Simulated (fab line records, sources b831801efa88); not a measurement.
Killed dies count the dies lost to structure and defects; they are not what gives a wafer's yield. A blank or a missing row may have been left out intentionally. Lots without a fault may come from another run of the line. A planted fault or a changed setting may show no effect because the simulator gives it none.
fab line records | flow sky130
record: lots: 6 | wafers: 18 | last_day: 49
route steps=708 shown VIA4@645 METAL5@661 PAD_OPEN@708
lots with no fault: from the same line, run without faults
start_h: hours from the record's first day to the start of the lot's first wafer shown | wait_h: time in hours since the lot's previous step | " the same as in the row above | L1.1+2: a row that stands for several wafers | - no value present, or no start provided | * or withheld: withheld | < > ~ a bound
route shown NAME@n: a module of which the file shows steps, and the number in the route of the first | usual: mean/standard deviation taken from wafers without a fault | same: alike in all rows | chamber/n: place in a boat | sites: readings site by site | _std_site: standard deviation of those values | _edge_site: outer sites' mean less inner sites' | radius_mm: how far each site lies from the wafer's centre | mask NAME#n: copy n | behind: the last tool/chamber to shape the wafer | hold: reason for holding the lot/hours on hold/outcome of the hold | device: whichever transistor did not switch (one of n, p or np) | end of line: at the end of the route, the tests of the same wafers | where a step has no rows: the recipe by itself | killed: not the wafer's yield, but the dies lost to structure and defects at the first sort | map: dies across one wafer; x = killed, . = not, _ = none there
set.NAME: the setting the step ran with; set.NAME@STEP: the setting that earlier step ran with | model.NAME: the simulator's own value behind a step, which no gauge read
lots at selected steps of the route; one table per step, one row per wafer
services: when a tool's chamber went out of use (start_h, in hours from the record's first day, below 0 if earlier), for how many hours, and the reason
== steps ==
step: SKY_VIA4_COAT_06
recipe: resist: NOVOLAK | spin_rpm: 3000 | resist_thk_nm: 1140
step: SKY_VIA4_SOFTBAKE_07
recipe: temp_c: 90 | time_s: 60 | resist: NOVOLAK
step: SKY_VIA4_EXPOSE_08
recipe: mask_id: VIM4 | na: 0.6 | source_shape: conventional | sigma_outer: 0.6 | polarization: unpolarized | target_cd_nm: 800 | dose_mj: 132
step: SKY_VIA4_PEB_09
recipe: temp_c: withheld | time_s: * | resist: NOVOLAK
step: SKY_VIA4_DEVELOP_10
recipe: resist: NOVOLAK | developer: TMAH | develop_time_s: 60 | dev_temp_c: 23
step: SKY_VIA4_OVL_MEAS_11
usual: VIA4_OVL: -1.4/1.2
lot.wafer | tool       | chamber | start_h | wait_h | VIA4_OVL[nm]
L760.2    | overlay-02 | -       | 997.84  | 0.1    | -2.1
L760.3    | "          | -       | "       | "      | -1.8
L760.5    | "          | -       | "       | "      | -2.8
L762.1    | overlay-02 | -       | 1018.40 | 0.1    | 0.5
L762.2    | "          | -       | "       | "      | -1.2
L762.4    | "          | -       | "       | "      | -0.8
L770.1    | overlay-01 | -       | 1076.03 | 0.1    | -0.3
L770.5    | "          | -       | "       | "      | 0.9
L770.6    | "          | -       | "       | "      | 0.5
L774.1    | overlay-02 | -       | 1096.00 | 0.1    | -1.3
L774.4    | "          | -       | "       | "      | -2.9
L774.5    | "          | -       | "       | "      | -2.4
L778.1    | overlay-02 | -       | 1124.00 | 0.1    | -2.7
L778.2    | "          | -       | "       | "      | -3.3
L778.4    | "          | -       | "       | "      | -1.2
L779.1    | overlay-01 | -       | 1127.55 | 0.1    | -2.2
L779.3    | "          | -       | "       | "      | -2.1
L779.4    | "          | -       | "       | "      | -1.5
step: SKY_VIA4_ETCH_12
recipe: target: SiO2 | chemistry: C4F8/O2/Ar | stop_on: TiN | mask_material: NOVOLAK | source_w: 1500 | bias_w: 1200 | pressure_mtorr: 40 | c4f8_flow_sccm: withheld | O2_flow_sccm: 6 | Ar_flow_sccm: 300 | time_s: withheld | target_depth_a: 5800
usual: oes_product_au: 0.926/0.005
lot.wafer | tool        | chamber | start_h | wait_h | oes_product_au
L760.2    | rie_diel-04 | 0       | 997.87  | 0.0    | 0.930
L760.3    | "           | 1       | "       | "      | 0.924
L760.5    | "           | 3       | "       | "      | 0.929
L762.1    | rie_diel-01 | 3       | 1018.44 | 0.0    | 0.938
L762.2    | "           | 2       | "       | "      | 0.929
L762.4    | "           | 2       | "       | "      | 0.928
L770.1    | rie_diel-04 | 0       | 1076.07 | 0.0    | 0.927
L770.5    | "           | 3       | "       | "      | 0.925
L770.6    | "           | 2       | "       | "      | 0.923
L774.1    | rie_diel-04 | 1       | 1096.04 | 0.0    | 0.927
L774.4    | "           | 2       | "       | "      | 0.921
L774.5    | "           | 2       | "       | "      | 0.933
L778.1    | rie_diel-02 | 0       | 1124.04 | 0.0    | 0.922
L778.2    | "           | 3       | "       | "      | 0.924
L778.4    | "           | 2       | "       | "      | 0.935
L779.1    | rie_diel-02 | 0       | 1127.59 | 0.0    | 0.926
L779.3    | "           | 2       | "       | "      | 0.929
L779.4    | "           | 3       | "       | "      | 0.929
step: SKY_VIA4_STRIP_13
recipe: chemistry: O2/N2 | power_w: 1400 | pressure_mtorr: 1500 | platen_temp_c: withheld | o2_flow_sccm: 3000 | n2_flow_sccm: 300 | overash_fraction: 0.5
usual: drypump_motor_current_A: 6.0/0.4 | oes_product_au: 0.709/0.005 | strip_time_to_endpoint_s: 12.80/0.032
lot.wafer | tool            | chamber | start_h | wait_h | drypump_motor_current_A | oes_product_au | rf_hours_counter_h | strip_time_to_endpoint_s
L760.2    | plasma_asher-02 | 0       | 997.94  | -      | 6.6                     | 0.711          | 50                 | 12.79
L760.3    | "               | 0       | "       | "      | 6.6                     | 0.706          | -                  | 12.83
L760.5    | "               | 0       | "       | "      | 6.5                     | 0.704          | -                  | 12.78
L762.1    | plasma_asher-04 | 1       | 1018.51 | -      | 6.0                     | 0.709          | 122                | 12.74
L762.2    | "               | 0       | "       | "      | 5.7                     | 0.717          | 122                | 12.75
L762.4    | "               | 1       | "       | "      | 6.0                     | 0.708          | -                  | 12.75
L770.1    | plasma_asher-03 | 1       | 1076.14 | -      | 6.4                     | 0.714          | 35                 | 12.82
L770.5    | "               | 0       | "       | "      | 5.4                     | 0.711          | -                  | 12.79
L770.6    | "               | 1       | "       | "      | 6.4                     | 0.706          | -                  | 12.80
L774.1    | plasma_asher-02 | 0       | 1096.11 | -      | 6.6                     | 0.715          | 60                 | 12.75
L774.4    | "               | 1       | "       | "      | 5.7                     | 0.707          | -                  | 12.78
L774.5    | "               | 0       | "       | "      | 6.5                     | 0.713          | -                  | 12.81
L778.1    | plasma_asher-02 | 1       | 1124.11 | -      | 5.7                     | 0.711          | 62                 | 12.75
L778.2    | "               | 0       | "       | "      | 6.6                     | 0.713          | 62                 | 12.83
L778.4    | "               | 0       | "       | "      | 6.6                     | 0.708          | -                  | 12.84
L779.1    | plasma_asher-04 | 0       | 1127.66 | -      | 5.7                     | 0.702          | 6                  | 12.82
L779.3    | "               | 0       | "       | "      | 5.6                     | 0.708          | -                  | 12.82
L779.4    | "               | 1       | "       | "      | 6.0                     | 0.709          | -                  | 12.82
step: SKY_VIA4_STRIP_14
recipe: chemistry: post_etch_residue_remover | time_s: 1200 | temp_c: 72.5
step: SKY_VIA4_CLEAN_15
recipe: chemistry: IPA | time_s: 180 | temp_c: 25
step: SKY_VIA4_CLEAN_16
recipe: chemistry: O3/DIW | dry: n2_spin
step: SKY_VIA4_SPUTTER_17
recipe: material: TiN | target_thk_nm: 20 | chamber_pressure_pa: 5 | power_w: 4000 | time_s: 80
usual: cathode_dc_power_W: 4000.0/0.68 | throttle_valve_pct: 30.3/0.7
lot.wafer | tool           | chamber | start_h | wait_h | cathode_dc_power_W | throttle_valve_pct
L760.2    | pvd_sputter-03 | -       | 998.53  | 0.0    | 4000.3             | 29.8
L760.3    | "              | -       | "       | "      | 3999.5             | 30.7
L760.5    | "              | -       | "       | "      | 3999.3             | 29.8
L762.1    | pvd_sputter-01 | -       | 1019.11 | 0.0    | 4000.0             | 29.8
L762.2    | "              | -       | "       | "      | 3999.8             | 31.6
L762.4    | "              | -       | "       | "      | 3999.3             | 30.1
L770.1    | pvd_sputter-04 | -       | 1076.80 | 0.0    | 3999.7             | 29.5
L770.5    | "              | -       | "       | "      | 4000.5             | 30.1
L770.6    | "              | -       | "       | "      | 3998.9             | 30.4
L774.1    | pvd_sputter-04 | -       | 1096.70 | 0.0    | 4001.3             | 30.4
L774.4    | "              | -       | "       | "      | 4000.0             | 29.6
L774.5    | "              | -       | "       | "      | 4000.2             | 30.6
L778.1    | pvd_sputter-03 | -       | 1124.71 | 0.0    | 4000.2             | 30.5
L778.2    | "              | -       | "       | "      | 3999.8             | 30.9
L778.4    | "              | -       | "       | "      | 4000.8             | 30.5
L779.1    | pvd_sputter-04 | -       | 1128.26 | 0.0    | 3999.8             | 29.4
L779.3    | "              | -       | "       | "      | 4000.6             | 30.5
L779.4    | "              | -       | "       | "      | 4000.4             | 30.2
step: SKY_VIA4_CVD_18
recipe: material: W | target_thk_nm: 505 | time_s: 152.14 | temp_c: 400 | pressure_torr: 40
usual: heater_power_w: 759/79 | susceptor_temp_C: 399.98/0.2
lot.wafer | tool     | chamber | start_h | wait_h | heater_power_w | susceptor_temp_C | model.W_of_VIA4_CVD_18.thk_nm
L760.2    | cvd_w-01 | 1       | 998.59  | 0.0    | 676            | 400.23           | 502.6
L760.3    | "        | 1       | "       | "      | 690            | 400.22           | 502.1
L760.5    | "        | 0       | "       | "      | 828            | 400.24           | 506.6
L762.1    | cvd_w-01 | 1       | 1019.18 | 0.0    | 689            | 399.87           | 507.4
L762.2    | "        | 0       | "       | "      | 851            | 400.34           | 501.7
L762.4    | "        | 1       | "       | "      | 682            | 399.74           | 504.1
L770.1    | cvd_w-01 | 1       | 1076.86 | 0.0    | 670            | 399.75           | 282.3
L770.5    | "        | 1       | "       | "      | 706            | 399.63           | 504
L770.6    | "        | 0       | "       | "      | 855            | 400.19           | 510.7
L774.1    | cvd_w-01 | 1       | 1096.77 | 0.0    | 680            | 399.68           | 286.5
L774.4    | "        | 0       | "       | "      | 865            | 400.01           | 277
L774.5    | "        | 0       | "       | "      | 860            | 399.85           | 502.1
L778.1    | cvd_w-02 | 0       | 1124.77 | 0.0    | 704            | 399.69           | 508.6
L778.2    | "        | 0       | "       | "      | 700            | 399.63           | 502.5
L778.4    | "        | 0       | "       | "      | 686            | 399.82           | 501.1
L779.1    | cvd_w-02 | 0       | 1128.32 | 0.0    | 684            | 399.86           | 496.2
L779.3    | "        | 0       | "       | "      | 704            | 399.80           | 498
L779.4    | "        | 0       | "       | "      | 682            | 399.94           | 499.6
step: SKY_VIA4_RS_MEAS_19
recipe: thk_meas_gauge: four-point-probe | reads: W_of_VIA4_CVD_18+TiN_of_VIA4_SPUTTER_17
usual: VIA4_W_RS: 0.2274/0.0024
lot.wafer | tool          | chamber | start_h | wait_h | VIA4_W_RS[ohm/sq]
L760.2    | film_metro-02 | -       | 998.76  | 0.1    | 0.2275
L760.3    | "             | -       | "       | "      | 0.2280
L760.5    | "             | -       | "       | "      | 0.2259
L762.1    | film_metro-02 | -       | 1019.33 | 0.1    | 0.2250
L762.2    | "             | -       | "       | "      | 0.2278
L762.4    | "             | -       | "       | "      | 0.2266
L770.1    | film_metro-02 | -       | 1077.01 | 0.1    | 0.4079
L770.5    | "             | -       | "       | "      | 0.2265
L770.6    | "             | -       | "       | "      | 0.2236
L774.1    | film_metro-01 | -       | 1096.92 | 0.1    | 0.4011
L774.4    | "             | -       | "       | "      | 0.4158
L774.5    | "             | -       | "       | "      | 0.2281
L778.1    | film_metro-03 | -       | 1125.07 | 0.3    | 0.2254
L778.2    | "             | -       | "       | "      | 0.2275
L778.4    | "             | -       | "       | "      | 0.2285
L779.1    | film_metro-01 | -       | 1128.62 | 0.3    | 0.2303
L779.3    | "             | -       | "       | "      | 0.2298
L779.4    | "             | -       | "       | "      | 0.2293
step: SKY_VIA4_THK_MEAS_20
recipe: thk_meas_gauge: xrf | reads: W_of_VIA4_CVD_18
usual: VIA4_W_THK: 501/6
lot.wafer | tool          | chamber | start_h | wait_h | VIA4_W_THK[nm]
L760.2    | film_metro-02 | -       | 998.87  | 0.1    | 497
L760.3    | "             | -       | "       | "      | 500
L760.5    | "             | -       | "       | "      | 503
L762.1    | film_metro-02 | -       | 1019.45 | 0.1    | 505
L762.2    | "             | -       | "       | "      | 499
L762.4    | "             | -       | "       | "      | 500
L770.1    | film_metro-02 | -       | 1077.13 | 0.1    | 281
L770.5    | "             | -       | "       | "      | 502
L770.6    | "             | -       | "       | "      | 509
L774.1    | film_metro-01 | -       | 1097.04 | 0.1    | 286
L774.4    | "             | -       | "       | "      | 277
L774.5    | "             | -       | "       | "      | 499
L778.1    | film_metro-03 | -       | 1125.19 | 0.1    | 512
L778.2    | "             | -       | "       | "      | 504
L778.4    | "             | -       | "       | "      | 502
L779.1    | film_metro-01 | -       | 1128.74 | 0.1    | 495
L779.3    | "             | -       | "       | "      | 493
L779.4    | "             | -       | "       | "      | 494
step: SKY_VIA4_CMP_21
recipe: stop_on: SiO2 | t_overpolish_s: 25 | down_force_psi: 3.5 | platen_rpm: 60 | target_thk_nm: 0 | pad_velocity_m_s: 0.94248
usual: motor_current_A: 11.5/1.3 | time_to_endpoint_s: 119/4
lot.wafer | tool   | chamber | start_h | wait_h | motor_current_A | time_to_endpoint_s
L760.3    | cmp-02 | 1       | 998.92  | 0.0    | 12.8            | 117
L760.2    | "      | 3       | "       | "      | 12.5            | 122
L760.5    | "      | 1       | "       | "      | 11.6            | 114
L762.2    | cmp-01 | 0       | 1019.56 | 0.1    | 13.4            | 118
L762.4    | "      | 1       | "       | "      | 8.6             | 121
L762.1    | "      | 2       | "       | "      | 12.2            | 118
L770.1    | cmp-02 | 1       | 1077.34 | 0.2    | 11.0            | 62
L770.6    | "      | 2       | "       | "      | 12.1            | 118
L770.5    | "      | 3       | "       | "      | 12.6            | 122
L774.1    | cmp-01 | 0       | 1097.20 | 0.1    | 12.9            | 65
L774.4    | "      | 1       | "       | "      | 8.4             | 64
L774.5    | "      | 3       | "       | "      | 10.8            | 124
L778.2    | cmp-02 | 3       | 1125.30 | 0.1    | 13.5            | 119
L778.1    | "      | 0       | "       | "      | 10.8            | 122
L778.4    | "      | 1       | "       | "      | 11.6            | 115
L779.4    | cmp-01 | 1       | 1128.80 | 0.0    | 8.3             | 116
L779.1    | "      | 3       | "       | "      | 10.6            | 117
L779.3    | "      | 0       | "       | "      | 12.4            | 110
step: SKY_METAL5_SPUTTER_00
recipe: material: Ti | target_thk_nm: 15 | power_w: 3000 | time_s: 10 | chamber_pressure_pa: 0.4
usual: cathode_dc_power_W: 3000.0/0.56 | throttle_valve_pct: 30.2/0.57
lot.wafer | tool           | chamber | start_h | wait_h | cathode_dc_power_W | throttle_valve_pct
L760.2    | pvd_sputter-01 | -       | 999.22  | 0.1    | 3000.2             | 30.2
L760.3    | "              | -       | "       | "      | 2999.7             | 29.6
L760.5    | "              | -       | "       | "      | 3000.5             | 29.6
L762.1    | pvd_sputter-01 | -       | 1019.81 | 0.1    | 2999.2             | 29.4
L762.2    | "              | -       | "       | "      | 3000.1             | 31.7
L762.4    | "              | -       | "       | "      | 3000.2             | 30.2
L770.1    | pvd_sputter-02 | -       | 1077.49 | 0.1    | 3001.0             | 30.2
L770.5    | "              | -       | "       | "      | 2999.5             | 30.5
L770.6    | "              | -       | "       | "      | 3000.7             | 29.7
L774.1    | pvd_sputter-01 | -       | 1097.40 | 0.1    | 3000.3             | 29.8
L774.4    | "              | -       | "       | "      | 2999.6             | 29.9
L774.5    | "              | -       | "       | "      | 2999.6             | 29.5
L778.1    | pvd_sputter-01 | -       | 1125.55 | 0.1    | 3000.6             | 31.4
L778.2    | "              | -       | "       | "      | 3000.2             | 30.1
L778.4    | "              | -       | "       | "      | 2999.4             | 29.9
L779.1    | pvd_sputter-01 | -       | 1129.10 | 0.1    | 2999.1             | 30.2
L779.3    | "              | -       | "       | "      | 2999.7             | 29.3
L779.4    | "              | -       | "       | "      | 2999.5             | 29.4
step: SKY_PAD_OPEN_PROBE_99
usual: defect_limited_yield: 82.8/2.1 | killed_at_M0_to_M3: 43/7.7 | killed_at_M4_up: 3.1/1.7 | killed_at_contacts: 23/4.8 | killed_at_front_end: 15/4.5 | killed_at_other: 0.3/0.58 | killed_dies: 85/10 | killed_open: 46/7.5 | killed_short: 38/6.5 | sort_bin_3_pad_short: 0.8/0.38 | sort_bin_5_function: 10.3/1.7 | sort_bin_6_memory: 6.1/1.1 | sort_n_pass: 407/10 | sort_yield_pct: 82.8/2.1
same: gross_dies: 492 | killed_at_back_side: 0 | sort_bin_4_leakage[%]: 0 | sort_bin_8_speed[%]: 0
lot.wafer | tool      | chamber | start_h | wait_h | defect_limited_yield[%] | killed_at_M0_to_M3 | killed_at_M4_up | killed_at_contacts | killed_at_front_end | killed_at_other | killed_dies | killed_open | killed_short | sort_bin_3_pad_short[%] | sort_bin_5_function[%] | sort_bin_6_memory[%] | sort_n_pass | sort_yield_pct[%]
L760.2    | prober-02 | -       | 1070.49 | 0.1    | 85.4                    | 42                 | 3               | 14                 | 13                  | 0               | 72          | 36          | 36           | 0.6                     | 6.5                    | 7.5                  | 420         | 85.4
L760.3    | prober-02 | -       | 1070.54 | 0.2    | 85.4                    | 37                 | 4               | 19                 | 11                  | 1               | 72          | 45          | 27           | 0.6                     | 7.5                    | 6.5                  | 420         | 85.4
L760.5    | prober-02 | -       | 1070.64 | 0.2    | 83.5                    | 44                 | 4               | 16                 | 17                  | 0               | 81          | 37          | 44           | 0.6                     | 10.8                   | 5.1                  | 411         | 83.5
killed by level:class
L760.2 VIA2:geometric_particle:open=12 VIA1:geometric_particle:open=8 METAL1:geometric_particle:short=7 METAL2:geometric_particle:short=6 FIELD_ISO:geometric_particle:open=4 VIA1:geometric_particle:short=4 LOCAL_INTERCONNECT:geometric_particle:short=4 CONTACT:geometric_particle:open=4
L760.3 VIA1:geometric_particle:open=13 LOCAL_INTERCONNECT:geometric_particle:short=7 CONTACT:geometric_particle:open=6 VIA2:geometric_particle:open=6 VIA3:geometric_particle:open=6 POLY_GATE:geometric_particle:open=4 LI_CONTACT:geometric_particle:open=4 METAL4:geometric_particle:short=4
L760.5 VIA1:geometric_particle:open=10 METAL1:geometric_particle:short=6 VIA2:geometric_particle:short=5 VIA3:geometric_particle:open=5 FIELD_ISO:geometric_particle:short=4 POLY_GATE:geometric_particle:short=4 POLY_GATE:geometric_particle:open=4 LI_CONTACT:geometric_particle:open=4
== services ==
tool            | chamber | start_h | hours | kind
rie_diel-02     | 3       | 975.59  | 6.5   | repair
cmp-01          | -       | 984.11  | 5.5   | repair
cmp-02          | -       | 994.94  | 0.5   | repair
cvd_w-02        | -       | 997.82  | 4.3   | pm
rie_diel-02     | -       | 998.64  | 4.3   | pm
pvd_sputter-01  | -       | 1000.17 | 5.3   | repair
pvd_sputter-04  | -       | 1011.52 | 1.2   | repair
cmp-01          | -       | 1012.44 | 4.8   | pm
cmp-02          | -       | 1025.75 | 2.5   | repair
rie_diel-01     | 0       | 1047.13 | 11.6  | repair
plasma_asher-04 | -       | 1055.25 | 9.0   | pm
cmp-02          | -       | 1063.35 | 1.0   | repair
rie_diel-04     | 1       | 1075.58 | 9.9   | repair
plasma_asher-02 | -       | 1077.38 | 2.8   | pm
rie_diel-02     | 0       | 1078.39 | 1.9   | repair
pvd_sputter-04  | -       | 1081.88 | 2.4   | repair
cmp-01          | -       | 1084.26 | 4.0   | pm
pvd_sputter-04  | -       | 1086.63 | 4.4   | repair
cmp-01          | -       | 1088.26 | -     | consumable_replace:conditioner
cmp-01          | -       | 1088.26 | -     | consumable_replace:pad
cvd_w-01        | -       | 1109.06 | 2.1   | repair
rie_diel-02     | 0       | 1111.34 | 10.0  | repair
cmp-01          | -       | 1119.95 | 0.5   | repair
cvd_w-02        | 1       | 1120.68 | 7.9   | repair
== key ==
first_sign: step: SKY_VIA4_RS_MEAS_19 | reading: VIA4_W_RS | direction: up | sigmas: 75 | usual: 0.2274 | struck: 0.4083
effect: step: SKY_VIA4_THK_MEAS_20 | reading: VIA4_W_THK | direction: down | sigmas: 37 | usual: 501 | struck: 281
effect: step: SKY_VIA4_CMP_21 | reading: time_to_endpoint_s | direction: down | sigmas: 14 | usual: * | struck: *
model_effect: step: SKY_VIA4_CVD_18 | value: W_of_VIA4_CVD_18.thk_nm | without: 507.6 | struck: 281.9
met_at SKY_VIA4_CVD_18
struck_wafers L770.1,L774.1,L774.4
onset_between 1019.18 1076.86
fault: kind: process_parameter_drift | tool: cvd_w-01 | chamber: - | onset_h: 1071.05 | steps: SKY_VIA4_CVD_18 | channel: target_thk_nm | offset: -227.08 | shape: step | end_h: 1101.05 | scope: struck_wafers_only | acts_in: these_recipes_only | stated: 505
